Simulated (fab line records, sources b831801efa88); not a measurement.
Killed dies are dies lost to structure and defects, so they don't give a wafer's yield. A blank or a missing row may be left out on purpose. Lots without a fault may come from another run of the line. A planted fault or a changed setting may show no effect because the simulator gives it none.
A struck lot beside a sound one | flow sky130 | 21 steps out of a route of 708
Sound: wafers L357.2, L357.3, L357.4. Struck: wafers L364.3, L364.5, L364.6. The cause comes at the end.
At each step with rows: each side's tool, then ch and its chambers, then its first start. Under that, the readings that differ: sound wafers | struck wafers | difference of the means | sigmas: that difference in standard deviations of wafers without a fault.
alike: readings whose means differ by less than 2 such deviations, and words and numbers that are the same on both sides. not compared: withheld readings, readings that some wafer has no value for, bounds like >300 that may hide the same value, and numbers for which the record gives no deviation and whose values overlap.
The two part at a step that has a row with sigmas, a row that says differs or no value, or rows on one side only. Numbers that don't overlap but have no deviation are shown without sigmas and don't part them. A reading that every wafer of one side lacks parts them only if that side has two wafers or more.

first, 3 steps without rows for these wafers: SKY_POLY_CUT_EXPOSE_05 (exposes mask NPCM, target cd 270 nm); SKY_POLY_CUT_PEB_06; SKY_POLY_CUT_DEVELOP_07 (develop time 60 s).
SKY_POLY_CUT_CD_MEAS_08: target cd 270 nm.
  sound on cd_sem-01, day 26 19:00; struck on cd_sem-02, day 29 09:17
  alike: cd_nm
SKY_POLY_CUT_OVL_MEAS_09:
  sound on overlay-02, day 26 19:07; struck on overlay-01, day 29 09:22
  alike: POLY_CUT_OVL
SKY_POLY_CUT_ETCH_10: etches BARC in N2/H2, stops on SiO2, time 45.9 s, target depth 60 nm.
  sound on rie_diel-03 ch 0,2,3, day 26 19:08; struck on rie_diel-02 ch 0,1,2, day 29 09:23
  alike: bias_w, drypump_motor_current_A, h2_flow_sccm, oes_product_au, throttle_valve_pct
  not compared: rf_hours_counter_h
SKY_POLY_CUT_ETCH_11: etches Si3N4 in CF4/CH2F2/Ar, stops on poly-Si, time 42.5 s, target depth 60 nm.
  sound on rie_diel-03 ch 0,2,3, day 26 19:11; struck on rie_diel-02 ch 0,1,2, day 29 09:26
  reading               | sound             | struck            | difference | sigmas
  oes_product_au (a.u.) | 0.832 0.840 0.837 | 0.818 0.824 0.821 | -0.015     | -2
  alike: bias_w, drypump_motor_current_A, throttle_valve_pct
  not compared: rf_hours_counter_h
SKY_POLY_CUT_STRIP_12: strips in O2/N2.
  sound on plasma_asher-02 ch 0,1, day 26 19:13; struck on plasma_asher-01 ch 0,1, day 29 09:31
  reading                     | sound       | struck      | difference | sigmas
  drypump_motor_current_A (A) | 6.6 6.6 6.1 | 5.6 5.7 5.8 | -0.7       | -2
  alike: oes_product_au, strip_time_to_endpoint_s
  not compared: rf_hours_counter_h
then, 4 steps without rows for these wafers: SKY_SD_P_DEHYDRATE_00 (time 60 s); SKY_SD_P_HMDS_01 (prime time 60 s); SKY_SD_P_COAT_02 (resist thk 1140 nm); SKY_SD_P_SOFTBAKE_03 (time 60 s).
SKY_SD_P_EXPOSE_04: exposes mask PSDM, target cd 380 nm.
  sound on iline_stepper-02 ch 0, day 27 09:20; struck on iline_stepper-01 ch 0, day 29 23:38
  reading | sound                | struck                  | difference | sigmas
  mask    | PSDM#0 PSDM#0 PSDM#0 | LDNTM#0 LDNTM#0 LDNTM#0 | differs    |
  alike: exposure_dose_mJ_cm2
then, 2 steps without rows for these wafers: SKY_SD_P_PEB_05; SKY_SD_P_DEVELOP_06 (develop time 60 s).
SKY_SD_P_CD_MEAS_07: target cd 380 nm.
  sound on cd_sem-02, day 28 00:13; struck on cd_sem-02, day 30 13:34
  reading    | sound             | struck | difference                    | sigmas
  cd_nm (nm) | 380.2 378.3 376.8 | - - -  | no value on the struck wafers |
SKY_SD_P_OVL_MEAS_08:
  sound on overlay-02, day 28 00:19; struck on overlay-02, day 30 13:40
  reading       | sound          | struck | difference                    | sigmas
  SD_P_OVL (nm) | -1.8 -1.1 -1.8 | - - -  | no value on the struck wafers |
then, 1 step without rows for these wafers: SKY_SD_P_IMPLANT_09.
SKY_SD_P_STRIP_10: strips in O2/N2.
  sound on plasma_asher-04 ch 0,1, day 28 00:29; struck on plasma_asher-01 ch 0,1, day 30 13:52
  alike: drypump_motor_current_A, oes_product_au, strip_time_to_endpoint_s
  not compared: rf_hours_counter_h
SKY_SD_P_TW_MEAS_11:
  sound on film_metro-03, day 28 00:36; struck on film_metro-03, day 30 13:58
  reading | sound          | struck   | difference | sigmas
  SD_P_TW | 2849 2847 2849 | 30 30 30 | -2818      | -99 or more
then, 1 step without rows for these wafers: SKY_RES_XHIGH_DEHYDRATE_00 (time 60 s).

WHERE THEY PART
First at SKY_POLY_CUT_ETCH_11; last, within this record, at SKY_SD_P_TW_MEAS_11.

WHY: what the simulator had put in
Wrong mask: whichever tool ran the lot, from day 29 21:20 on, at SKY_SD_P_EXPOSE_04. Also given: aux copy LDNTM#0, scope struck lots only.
